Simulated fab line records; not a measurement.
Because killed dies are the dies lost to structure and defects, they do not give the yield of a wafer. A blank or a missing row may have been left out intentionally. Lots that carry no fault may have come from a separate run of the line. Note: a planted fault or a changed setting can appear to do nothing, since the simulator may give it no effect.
Which of the tools did it? :: flow sky130 :: 35 wafers from 12 lots sampled at 5 of the route's 708 steps

## WHAT THE GAUGES SHOWED, per wafer
SKY_VIA1_OVL_MEAS_13. Usual: for VIA1_OVL the level is 2 nm and the standard deviation is 4.9.
lot: L352
measured: day 33 19:21
on: overlay-01
VIA1_OVL (nm): -5 5 -5
flag: 

lot: L356
measured: day 35 12:56
on: overlay-01
VIA1_OVL (nm): 5 9 -1
flag: 

lot: L357
measured: day 35 23:34
on: overlay-02
VIA1_OVL (nm): -2 -2 -7
flag: 

lot: L358
measured: day 36 01:20
on: overlay-02
VIA1_OVL (nm): 3 13 -5
flag: 

lot: L359
measured: day 36 05:34
on: overlay-01
VIA1_OVL (nm): 4 9 2
flag: 

lot: L360
measured: day 36 17:50
on: overlay-02
VIA1_OVL (nm): 9 -1 10
flag: 

lot: L361
measured: day 36 21:05
on: overlay-02
VIA1_OVL (nm): 2 -10 4
flag: 

lot: L363
measured: day 37 20:24
on: overlay-02
VIA1_OVL (nm): 7 1 0
flag: 

lot: L368
measured: day 38 21:04
on: overlay-01
VIA1_OVL (nm): 2 -3 -1
flag: 

lot: L372
measured: day 40 08:32
on: overlay-01
VIA1_OVL (nm): 9 -2
flag: 

lot: L373
measured: day 40 10:26
on: overlay-02
VIA1_OVL (nm): -3 7 -5
flag: 

lot: L375
measured: day 41 03:16
on: overlay-01
VIA1_OVL (nm): 7 -9 8
flag: 

SKY_METAL2_CD_MEAS_15 targets a cd of 140 nm. Usual: cd-nm at 139.7 nm, with a standard deviation of 1.3.
lot: L352
measured: day 34 23:06
on: cd-sem-02
cd-nm (nm): 140.1 139.0 139.6
flag: 

lot: L356
measured: day 36 16:44
on: cd-sem-01
cd-nm (nm): 140.0 138.2 138.8
flag: 

lot: L357
measured: day 37 02:25
on: cd-sem-02
cd-nm (nm): 140.0 139.3 139.2
flag: 

lot: L358
measured: day 37 05:06
on: cd-sem-02
cd-nm (nm): 140.4 140.2 141.1
flag: 

lot: L359
measured: day 37 09:04
on: cd-sem-01
cd-nm (nm): 138.3 138.2 140.4
flag: 

lot: L360
measured: day 37 21:34
on: cd-sem-01
cd-nm (nm): 138.8 138.2 139.2
flag: 

lot: L361
measured: day 38 00:30
on: cd-sem-02
cd-nm (nm): 141.2 140.7 141.1
flag: 

lot: L363
measured: day 38 23:25
on: cd-sem-02
cd-nm (nm): 139.0 139.1 140.7
flag: 

lot: L368
measured: day 39 23:39
on: cd-sem-02
cd-nm (nm): 142.7 97.0 96.4
flag: OFF

lot: L372
measured: day 41 10:13
on: cd-sem-01
cd-nm (nm): 96.9 98.8
flag: OFF

lot: L373
measured: day 41 12:43
on: cd-sem-02
cd-nm (nm): 141.8 141.5 142.3
flag: 

lot: L375
measured: day 42 04:34
on: cd-sem-02
cd-nm (nm): 139.3 138.3 138.8
flag: 

## EACH LOT AND THE TOOL THAT RAN IT (in order: tool; ch and the chambers of the sampled wafers; start)
lot: L352
SKY_LDD_N_STRIP_16: plasma-asher-01 ch 0,1, day 17 13:58
SKY_METAL1_SPUTTER_02: pvd-sputter-03, day 31 12:30
SKY_METAL2_EXPOSE_12: krf-scanner-01 ch 0, day 34 10:18

lot: L356
SKY_LDD_N_STRIP_16: plasma-asher-03 ch 0,1, day 19 13:57
SKY_METAL1_SPUTTER_02: pvd-sputter-04, day 33 07:07
SKY_METAL2_EXPOSE_12: krf-scanner-02 ch 0, day 36 03:42

lot: L357
SKY_LDD_N_STRIP_16: plasma-asher-01 ch 0,1, day 19 23:53
SKY_METAL1_SPUTTER_02: pvd-sputter-04, day 33 16:13
SKY_METAL2_EXPOSE_12: krf-scanner-02 ch 0, day 36 14:07

lot: L358
SKY_LDD_N_STRIP_16: plasma-asher-01 ch 0,1, day 20 05:30
SKY_METAL1_SPUTTER_02: pvd-sputter-03, day 33 18:54
SKY_METAL2_EXPOSE_12: krf-scanner-01 ch 0, day 36 16:19

lot: L359
SKY_LDD_N_STRIP_16: plasma-asher-04 ch 0,1, day 20 11:29
SKY_METAL1_SPUTTER_02: pvd-sputter-02, day 34 00:43
SKY_METAL2_EXPOSE_12: krf-scanner-01 ch 0, day 36 20:19

lot: L360
SKY_LDD_N_STRIP_16: plasma-asher-03 ch 0,1, day 20 22:57
SKY_METAL1_SPUTTER_02: pvd-sputter-02, day 34 11:41
SKY_METAL2_EXPOSE_12: krf-scanner-01 ch 0, day 37 08:44

lot: L361
SKY_LDD_N_STRIP_16: plasma-asher-03 ch 0,1, day 21 07:00
SKY_METAL1_SPUTTER_02: pvd-sputter-02, day 34 15:46
SKY_METAL2_EXPOSE_12: krf-scanner-01 ch 0, day 37 12:03

lot: L363
SKY_LDD_N_STRIP_16: plasma-asher-01 ch 1, day 22 03:53
SKY_METAL1_SPUTTER_02: pvd-sputter-04, day 35 14:42
SKY_METAL2_EXPOSE_12: krf-scanner-02 ch 0, day 38 11:09

lot: L368
SKY_LDD_N_STRIP_16: plasma-asher-01 ch 0,1, day 23 12:02
SKY_METAL1_SPUTTER_02: pvd-sputter-03, day 36 16:28
SKY_METAL2_EXPOSE_12: krf-scanner-01 ch 0, day 39 11:21

lot: L372
SKY_LDD_N_STRIP_16: plasma-asher-04 ch 1, day 25 06:27
SKY_METAL1_SPUTTER_02: pvd-sputter-02, day 38 05:41
SKY_METAL2_EXPOSE_12: krf-scanner-01 ch 0, day 40 22:21

lot: L373
SKY_LDD_N_STRIP_16: plasma-asher-04 ch 0,1, day 25 08:35
SKY_METAL1_SPUTTER_02: pvd-sputter-02, day 38 07:30
SKY_METAL2_EXPOSE_12: krf-scanner-02 ch 0, day 41 00:50

lot: L375
SKY_LDD_N_STRIP_16: plasma-asher-04 ch 0,1, day 26 05:55
SKY_METAL1_SPUTTER_02: pvd-sputter-03, day 39 00:32
SKY_METAL2_EXPOSE_12: krf-scanner-02 ch 0, day 41 16:41
- SKY_LDD_N_STRIP_16: strips in O2/N2.
- SKY_METAL1_SPUTTER_02: material AlCu, target thk 250 nm, time 13.3 s.
- SKY_METAL2_EXPOSE_12: exposes mask MM2, target cd 140 nm.

## WHAT THE TOOLS THEMSELVES READ (means of the sampled wafers that have a number; where no wafer has one, the mark that the record gives instead)
SKY_LDD_N_STRIP_16. Usual: drypump-motor-current-A 5.5 A, standard deviation 0.55; oes-product-au 0.407 a.u., standard deviation 0.0047; strip-time-to-endpoint-s 4.318 s, standard deviation 0.014.
lot: L352
tool: plasma-asher-01
drypump-motor-current-A (A): 4.9
oes-product-au (a.u.): 0.407
strip-time-to-endpoint-s (s): 4.316
flag: 

lot: L356
tool: plasma-asher-03
drypump-motor-current-A (A): 5.7
oes-product-au (a.u.): 0.404
strip-time-to-endpoint-s (s): 4.312
flag: 

lot: L357
tool: plasma-asher-01
drypump-motor-current-A (A): 4.9
oes-product-au (a.u.): 0.406
strip-time-to-endpoint-s (s): 4.308
flag: 

lot: L358
tool: plasma-asher-01
drypump-motor-current-A (A): 4.9
oes-product-au (a.u.): 0.406
strip-time-to-endpoint-s (s): 4.315
flag: 

lot: L359
tool: plasma-asher-04
drypump-motor-current-A (A): 5.8
oes-product-au (a.u.): 0.405
strip-time-to-endpoint-s (s): 4.310
flag: 

lot: L360
tool: plasma-asher-03
drypump-motor-current-A (A): 5.7
oes-product-au (a.u.): 0.410
strip-time-to-endpoint-s (s): 4.324
flag: 

lot: L361
tool: plasma-asher-03
drypump-motor-current-A (A): 6.0
oes-product-au (a.u.): 0.411
strip-time-to-endpoint-s (s): 4.318
flag: 

lot: L363
tool: plasma-asher-01
drypump-motor-current-A (A): 4.8
oes-product-au (a.u.): 0.410
strip-time-to-endpoint-s (s): 4.329
flag: 

lot: L368
tool: plasma-asher-01
drypump-motor-current-A (A): 4.9
oes-product-au (a.u.): 0.408
strip-time-to-endpoint-s (s): 4.330
flag: 

lot: L372
tool: plasma-asher-04
drypump-motor-current-A (A): 6.0
oes-product-au (a.u.): 0.407
strip-time-to-endpoint-s (s): 4.344
flag: 

lot: L373
tool: plasma-asher-04
drypump-motor-current-A (A): 5.9
oes-product-au (a.u.): 0.408
strip-time-to-endpoint-s (s): 4.313
flag: 

lot: L375
tool: plasma-asher-04
drypump-motor-current-A (A): 5.7
oes-product-au (a.u.): 0.406
strip-time-to-endpoint-s (s): 4.306
flag: 

SKY_METAL1_SPUTTER_02. Usual: throttle-valve-pct at 30.3 %, with a standard deviation of 0.53.
lot: L352
tool: pvd-sputter-03
throttle-valve-pct (%): 30.2
flag: 

lot: L356
tool: pvd-sputter-04
throttle-valve-pct (%): 30.8
flag: 

lot: L357
tool: pvd-sputter-04
throttle-valve-pct (%): 30.7
flag: 

lot: L358
tool: pvd-sputter-03
throttle-valve-pct (%): 30.2
flag: 

lot: L359
tool: pvd-sputter-02
throttle-valve-pct (%): 30.3
flag: 

lot: L360
tool: pvd-sputter-02
throttle-valve-pct (%): 29.9
flag: 

lot: L361
tool: pvd-sputter-02
throttle-valve-pct (%): 30.0
flag: 

lot: L363
tool: pvd-sputter-04
throttle-valve-pct (%): 29.6
flag: 

lot: L368
tool: pvd-sputter-03
throttle-valve-pct (%): 29.9
flag: 

lot: L372
tool: pvd-sputter-02
throttle-valve-pct (%): 30.4
flag: 

lot: L373
tool: pvd-sputter-02
throttle-valve-pct (%): 30.5
flag: 

lot: L375
tool: pvd-sputter-03
throttle-valve-pct (%): 30.1
flag: 

SKY_METAL2_EXPOSE_12. Usual: reticle-temp-C at 22.99 C, with a standard deviation of 0.1.
lot: L352
tool: krf-scanner-01
reticle-temp-C (C): 22.99
flag: 

lot: L356
tool: krf-scanner-02
reticle-temp-C (C): 22.97
flag: 

lot: L357
tool: krf-scanner-02
reticle-temp-C (C): 22.88
flag: 

lot: L358
tool: krf-scanner-01
reticle-temp-C (C): 22.95
flag: 

lot: L359
tool: krf-scanner-01
reticle-temp-C (C): 23.02
flag: 

lot: L360
tool: krf-scanner-01
reticle-temp-C (C): 23.00
flag: 

lot: L361
tool: krf-scanner-01
reticle-temp-C (C): 22.99
flag: 

lot: L363
tool: krf-scanner-02
reticle-temp-C (C): 22.85
flag: 

lot: L368
tool: krf-scanner-01
reticle-temp-C (C): 23.14
flag: 

lot: L372
tool: krf-scanner-01
reticle-temp-C (C): 23.21
flag: 

lot: L373
tool: krf-scanner-02
reticle-temp-C (C): 22.94
flag: 

lot: L375
tool: krf-scanner-02
reticle-temp-C (C): 22.90
flag: 

## THE ANSWER, worked out from the rows above alone
Rule: lot off if the mean of its wafers having a number is beyond 3 standard deviations from the usual mean. A lot without any number at a reading at which 4 lots or more have one is off too. Where the step has rows for the other lots, those lots are counted as sound. First the gauges in route order, then the tools' own readings, where a lot's mean is used as printed above. The first step at which some lot is off is used, and at that step the reading that is off furthest; a lot without a number counts as furthest.
Off: L368, L372 (SKY_METAL2_CD_MEAS_15, cd-nm).
A tool fits if, at a process step before that reading, it ran every lot that is off, and no sound lot after the first of them. The gauges at SKY_METAL2_CD_MEAS_15 are tried like those tools. One fits: SKY_METAL2_EXPOSE_12 on krf-scanner-01. A fault onset in the window from L361 (day 37 12:03, its last sound lot) to L368 (day 39 11:21, its first lot off) fits.

## WHAT THE SIMULATOR HAD INSERTED
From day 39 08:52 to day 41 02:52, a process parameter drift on krf-scanner-01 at SKY_METAL2_EXPOSE_12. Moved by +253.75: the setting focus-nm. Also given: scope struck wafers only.
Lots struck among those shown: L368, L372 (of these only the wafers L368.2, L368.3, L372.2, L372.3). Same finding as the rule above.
